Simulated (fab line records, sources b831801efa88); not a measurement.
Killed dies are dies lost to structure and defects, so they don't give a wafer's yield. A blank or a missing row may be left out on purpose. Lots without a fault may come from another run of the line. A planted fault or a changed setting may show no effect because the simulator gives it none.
Chamber matching | flow gf180mcu | GF_V4_CMP_26 on cmp-01: 4 sister chambers
The step polishes, stops on SiO2, t overpolish 15 s, target thk 0 nm. 8 wafers are shown with their chamber, then 9 later ones without.

WAFERS WITH THEIR CHAMBER
wafer  | chamber | motor_current_A (A) | time_to_endpoint_s (s)
L291.5 | 2       | 11.2                | 92
L291.6 | 3       | 12.0                | 84
L294.4 | 0       | 10.9                | 85
L294.5 | 1       | 10.5                | 84
L294.6 | 0       | 11.4                | 85
L295.3 | 3       | 11.4                | 83
L295.5 | 1       | 10.7                | 86
L295.6 | 2       | 11.0                | 92

WAFERS WITHOUT THEIR CHAMBER
wafer  | motor_current_A (A) | time_to_endpoint_s (s)
L298.1 | 10.3                | 87
L298.3 | 10.9                | 84
L298.4 | 11.3                | 84
L301.4 | 11.0                | 83
L301.5 | 11.5                | 88
L301.6 | 11.5                | 80
L302.2 | 11.2                | 82
L302.4 | 11.0                | 88
L302.5 | 11.0                | 88

WHICH CHAMBER EACH WENT THROUGH
wafer  | from the rows above               | in truth
L298.1 | can't be placed: 1 or 0           | 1
L298.3 | can't be placed: 0 or 1 or 3      | 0
L298.4 | can't be placed: 0 or 3 or 1      | 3
L301.4 | can't be placed: 3 or 0 or 1      | 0
L301.5 | can't be placed: 0 or 1 or 2 or 3 | 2
L301.6 | can't be placed: 3 or 0           | 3
L302.2 | can't be placed: 3 or 0 or 1      | 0
L302.4 | can't be placed: 0 or 1 or 2      | 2
L302.5 | can't be placed: 0 or 1 or 2      | 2
Placed correctly: 0 of 9. Can't be placed from these rows: 9 (the true chamber is among the candidates in 9). Placed wrongly: 0.
How it was worked out, from the rows above alone: a wafer's distance from a chamber is the root of the sum, over the readings, of the square of ((its reading less the chamber's mean) divided by the reading's scatter). The wafer belongs to the nearest chamber; if the next one is less than 2 further off, it can't be placed. A chamber's mean is the mean of its shown wafers. The scatter: the root of (the sum of the squares of (reading less its chamber's mean) over the shown wafers, divided by (wafers less chambers)).
